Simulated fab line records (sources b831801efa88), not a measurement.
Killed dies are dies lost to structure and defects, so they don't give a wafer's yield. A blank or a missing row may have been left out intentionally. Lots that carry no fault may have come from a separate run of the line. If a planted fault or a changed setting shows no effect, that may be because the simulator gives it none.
fab line records	flow sky130
record lots=5	wafers=15	last_day=51
route steps=708 shown POLY_GATE@229 LDD_N@237
lots that met no fault: taken from a fault-free run of the same line
start_h: hours from the record's first day to the start of the lot's first wafer shown	wait_h: how many hours have passed since the lot's step before this one	" as in the row above	L1.1+2: one row covering several wafers at once	- no value present, or no start provided	* or withheld: withheld	< > ~ a bound
route shown NAME@n: names a module that has steps shown in the file, with the first one's number in the route	usual: average and standard deviation across the fault-free wafers	same: alike in all rows	chamber/n: place in a boat	sites: per-site readings	_std_site: the values' standard deviation	_edge_site: outer sites' mean less inner sites'	radius_mm: for every site, how far away it sits from the centre of the wafer	mask NAME#n: copy n	behind: the last tool/chamber to shape the wafer	hold: what put the lot on hold/how long, in hours/how the hold closed	device: which transistor (n, p or np) failed to switch	end of line: at the end of the route, the tests of the same wafers	for a step that has no rows: nothing shown but its recipe	killed: dies lost to structure and defects at the first sort, not the wafer's yield	map: shows each die of a wafer: x if killed, . if not, _ if none is there
set.NAME: the run value of the setting; set.NAME@STEP: its run value at that earlier step	model.NAME: the simulator's own value behind a step, which no gauge read
certain route steps with their lots: each step a table, each wafer a row
services: a tool's chamber out of use, with start hour (start_h, from the record's first day; less than 0 if before it), hours out, and reason
## steps
# step SKY_POLY_GATE_ETCH_15
# recipe chemistry=N2/H2	target=BARC	ion_energy_ev=200	source_w=500	bias_w=100	pressure_mtorr=30	n2_flow_sccm=100	h2_flow_sccm=200	stop_on=SiO2	time_s=118.5	target_depth_a=1100
# usual drypump_motor_current_A=5.8/0.57	oes_product_au=0.717/0.0048	throttle_valve_pct=13.213/0.0093
lot.wafer	tool	chamber	start_h	wait_h	drypump_motor_current_A	oes_product_au	rf_hours_counter_h	throttle_valve_pct
L512.1	rie_diel-03	1	383.31	0.0	6.5	0.716	108	13.231
L512.4	"	0	"	"	5.3	0.717	3	13.202
L512.5	"	1	"	"	6.5	0.717	-	13.219
L516.1	rie_diel-03	2	417.24	0.0	6.7	0.715	12	13.204
L516.2	"	3	"	"	5.2	0.718	2	13.208
L516.3	"	0	"	"	5.3	0.719	4	13.211
L527.1	rie_diel-01	1	513.14	0.0	5.7	0.707	3	13.209
L527.5	"	2	"	"	5.7	0.718	-	13.217
L527.6	"	1	"	"	5.7	0.717	-	13.224
L530.1	rie_diel-01	2	534.36	0.0	5.7	0.726	84	13.214
L530.2	"	3	"	"	5.4	0.712	5	13.225
L530.6	"	0	"	"	6.4	0.718	-	13.198
L535.1	rie_diel-03	3	581.46	0.0	5.1	0.719	5	13.208
L535.4	"	1	"	"	6.5	0.715	3	13.221
L535.6	"	0	"	"	5.3	0.720	-	13.193
# step SKY_POLY_GATE_ETCH_16
# recipe stop_on=poly-Si	chemistry=CH3F/O2	target=Si3N4	source_w=400	bias_w=80	pressure_mtorr=25	ch3f_flow_sccm=40	O2_flow_sccm=30	time_s=147.5	target_depth_a=750
# usual ch3f_flow_sccm=39.99/0.11	drypump_motor_current_A=5.8/0.56	oes_product_au=0.639/0.0053	throttle_valve_pct=10.535/0.0093
lot.wafer	tool	chamber	start_h	wait_h	ch3f_flow_sccm	drypump_motor_current_A	oes_product_au	rf_hours_counter_h	throttle_valve_pct
L512.1	rie_diel-03	1	383.40	0.0	40.03	6.5	0.644	108	10.544
L512.4	"	0	"	"	40.12	5.2	0.648	3	10.534
L512.5	"	1	"	"	39.84	6.5	0.640	-	10.519
L516.1	rie_diel-03	2	417.32	0.0	40.01	6.7	0.636	12	10.519
L516.2	"	3	"	"	39.95	5.2	0.640	2	10.524
L516.3	"	0	"	"	39.75	5.3	0.644	4	10.540
L527.1	rie_diel-01	1	513.22	0.0	40.14	5.7	0.640	3	10.532
L527.5	"	2	"	"	39.92	5.7	0.644	-	10.536
L527.6	"	1	"	"	39.88	5.7	0.643	-	10.550
L530.1	rie_diel-01	2	534.44	0.0	39.94	5.7	0.637	84	10.552
L530.2	"	3	"	"	40.09	5.4	0.644	5	10.539
L530.6	"	0	"	"	39.72	6.4	0.642	-	10.526
L535.1	rie_diel-03	3	581.54	0.0	40.06	5.2	0.638	6	10.528
L535.4	"	1	"	"	40.06	6.5	0.639	3	10.537
L535.6	"	0	"	"	39.94	5.2	0.636	-	10.527
# step SKY_POLY_GATE_ETCH_17
# recipe target_depth_nm=180	stop_on=SiO2	over_etch_frac=0.56667	chemistry=HBr/Cl2	target=poly-Si	icp_w=400	bias_w=100	pressure_mtorr=10	HBr_flow_sccm=150	Cl2_flow_sccm=50	time_s=70.5
# usual drypump_motor_current_A=5.8/0.37	he_backside_leak_sccm=2.68/0.16	oes_product_au=0.984/0.0072	throttle_valve_pct=33.684/0.0085
lot.wafer	tool	chamber	start_h	wait_h	drypump_motor_current_A	he_backside_leak_sccm	oes_product_au	rf_hours_counter_h	throttle_valve_pct
L512.1	rie_si-01	2	383.49	0.0	5.6	2.82	0.974	63	33.670
L512.4	"	0	"	"	6.0	2.44	0.979	0	33.683
L512.5	"	3	"	"	6.0	2.56	0.986	-	33.694
L516.1	rie_si-01	3	417.42	0.0	6.0	2.60	0.989	2	33.699
L516.2	"	2	"	"	5.6	2.89	0.987	64	33.677
L516.3	"	1	"	"	5.9	2.83	0.990	1	33.680
L527.1	rie_si-02	1	513.32	0.0	6.3	2.49	0.974	2	33.688
L527.5	"	3	"	"	5.1	2.79	0.988	-	33.694
L527.6	"	0	"	"	6.0	2.91	0.971	-	33.691
L530.1	rie_si-01	0	534.54	0.0	6.1	2.53	0.975	2	33.680
L530.2	"	3	"	"	6.1	2.69	0.979	3	33.692
L530.6	"	0	"	"	6.1	2.56	0.982	-	33.687
L535.1	rie_si-01	1	581.64	0.0	5.9	2.70	0.998	2	33.684
L535.4	"	2	"	"	5.6	2.66	0.997	0	33.687
L535.6	"	3	"	"	6.1	2.75	0.988	-	33.683
# step SKY_POLY_GATE_STRIP_18
# recipe chemistry=O2/N2	power_w=1400	pressure_mtorr=1500	platen_temp_c=withheld	o2_flow_sccm=3000	n2_flow_sccm=300	overash_fraction=0.5
# usual drypump_motor_current_A=5.7/0.39	oes_product_au=0.361/0.0047	strip_time_to_endpoint_s=3.177/0.029
lot.wafer	tool	chamber	start_h	wait_h	drypump_motor_current_A	oes_product_au	rf_hours_counter_h	strip_time_to_endpoint_s
L512.1	plasma_asher-02	0	383.55	0.0	6.1	0.363	27	3.192
L512.4	"	0	"	"	6.0	0.361	-	3.230
L512.5	"	0	"	"	6.0	0.361	-	3.181
L516.1	plasma_asher-03	0	417.47	0.0	5.5	0.357	61	3.194
L516.2	"	1	"	"	6.0	0.355	61	3.180
L516.3	"	0	"	"	5.5	0.366	-	3.184
L527.1	plasma_asher-02	0	513.38	0.0	5.9	0.357	38	3.161
L527.5	"	1	"	"	4.9	0.363	-	3.193
L527.6	"	0	"	"	6.0	0.364	-	3.185
L530.1	plasma_asher-03	1	534.60	0.0	5.9	0.360	74	3.164
L530.2	"	0	"	"	5.5	0.354	74	3.146
L530.6	"	1	"	"	6.0	0.360	-	3.184
L535.1	plasma_asher-02	1	581.70	0.0	4.9	0.355	45	3.134
L535.4	"	1	"	"	4.9	0.367	-	3.178
L535.6	"	1	"	"	4.9	0.364	-	3.135
# step SKY_POLY_GATE_CLEAN_19
# recipe chemistry=SC1/SC2	mix=1:4:20	temp_c=70	time_s=150	dry=n2_spin
# step SKY_POLY_GATE_OXIDATION_20
# recipe temp_c=850	ambient=O2	stabilise_s=600	purge_s=300	target_thk_a=40	ox_time_s=899
# step SKY_POLY_GATE_THK_MEAS_21
# recipe reads=SiO2_of_POLY_GATE_OXIDATION_20
# usual POLY_GATE_OXIDATION_THK=4.00/0.077
lot.wafer	tool	chamber	start_h	wait_h	POLY_GATE_OXIDATION_THK[nm]
L512.1	film_metro-01	-	386.68	0.0	4.17
L512.4	"	-	"	"	4.25
L512.5	"	-	"	"	4.11
L516.1	film_metro-02	-	418.92	0.0	4.11
L516.2	"	-	"	"	4.04
L516.3	"	-	"	"	4.05
L527.1	film_metro-03	-	514.78	0.0	4.00
L527.5	"	-	"	"	4.02
L527.6	"	-	"	"	4.00
L530.1	film_metro-03	-	536.00	0.0	3.92
L530.2	"	-	"	"	3.95
L530.6	"	-	"	"	3.94
L535.1	film_metro-01	-	583.10	0.0	4.07
L535.4	"	-	"	"	4.11
L535.6	"	-	"	"	4.12
# step SKY_POLY_GATE_CD_MEAS_22
# usual cd_nm=150.9/1.9
lot.wafer	tool	chamber	start_h	wait_h	cd_nm
L512.1	cd_sem-01	-	386.74	0.1	154.1
L512.4	"	-	"	"	150.2
L512.5	"	-	"	"	150.9
L516.1	cd_sem-01	-	418.98	0.1	152.4
L516.2	"	-	"	"	151.4
L516.3	"	-	"	"	153.7
L527.1	cd_sem-02	-	514.84	0.1	151.0
L527.5	"	-	"	"	150.7
L527.6	"	-	"	"	149.9
L530.1	cd_sem-02	-	536.06	0.1	146.4
L530.2	"	-	"	"	149.7
L530.6	"	-	"	"	149.4
L535.1	cd_sem-02	-	583.19	0.1	150.6
L535.4	"	-	"	"	148.7
L535.6	"	-	"	"	151.3
# step SKY_LDD_N_DEHYDRATE_00
# recipe temp_c=200	time_s=60
# step SKY_LDD_N_HMDS_01
# recipe prime_time_s=60	prime_temp_c=120
# step SKY_LDD_N_COAT_02
# recipe resist=NOVOLAK	spin_rpm=3000	resist_thk_nm=300
# step SKY_LDD_N_SOFTBAKE_03
# recipe temp_c=90	time_s=60	resist=NOVOLAK
# step SKY_LDD_N_EXPOSE_04
# recipe mask_id=NTM	target_cd_nm=840	na=0.6	source_shape=conventional	sigma_outer=0.6	dose_mj=110
lot.wafer	tool	chamber	start_h	wait_h	mask
L512.1+4+5	iline_stepper-01	0	400.93	-	NTM#0
L516.1+2+3	iline_stepper-01	0	433.96	-	NTM#0
L527.1+5+6	iline_stepper-01	0	529.86	-	NTM_R1#0
L530.1+2+6	iline_stepper-01	0	551.64	-	NTM#0
L535.1+4+6	iline_stepper-02	0	597.36	-	NTM#0
# step SKY_LDD_N_PEB_05
# recipe temp_c=withheld	time_s=*	resist=NOVOLAK
## services
tool	chamber	start_h	hours	kind
iline_stepper-01	-	383.74	8.1	repair
rie_diel-03	1	393.82	9.3	repair
rie_diel-01	-	409.39	0.5	repair
plasma_asher-02	-	410.74	14.6	pm
rie_diel-01	2	431.79	2.5	repair
plasma_asher-02	-	433.39	2.1	repair
plasma_asher-02	-	436.63	2.0	repair
rie_diel-01	3	437.32	3.1	repair
rie_si-01	0	441.52	5.5	repair
rie_diel-01	-	453.17	0.2	repair
rie_diel-03	3	458.60	1.3	repair
rie_diel-03	-	469.85	0.1	repair
iline_stepper-01	-	501.34	2.4	repair
rie_diel-03	1	504.86	14.1	repair
rie_diel-03	2	509.66	6.0	repair
rie_diel-01	-	515.26	0.2	repair
iline_stepper-02	-	521.77	1.7	pm
plasma_asher-03	-	524.78	6.5	repair
iline_stepper-01	-	546.72	1.1	repair
plasma_asher-02	-	557.36	2.8	pm
iline_stepper-01	-	558.19	1.7	pm
rie_si-01	0	561.28	6.2	repair
iline_stepper-02	-	578.01	2.5	repair
rie_diel-03	2	586.28	15.3	repair
## key
first_sign step=SKY_LDD_N_EXPOSE_04	reading=mask	direction=changed
effect none on later readings
met_at SKY_LDD_N_EXPOSE_04
struck_wafers L527.1,L527.5,L527.6
sort_left_out L527.1,L527.5,L527.6
tester_left_out L527
onset_between 433.96 529.86
fault kind=wrong_mask	tool=any	chamber=-	onset_h=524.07	steps=SKY_LDD_N_EXPOSE_04	aux_copy=NTM_R1#0	cd_offset_nm=-101	scope=struck_lots_only
# tester_left_out: of these lots the tester's yield and bins aren't shown, on N5 and GAA mostly nor the transistor test; their killed dies are dies lost to structure and defects alone, not to doping, threshold or leakage, so they don't give the yield
# sort_left_out: the simulated sort isn't trusted on such a fault, so these wafers' sort isn't shown, and their yield isn't known
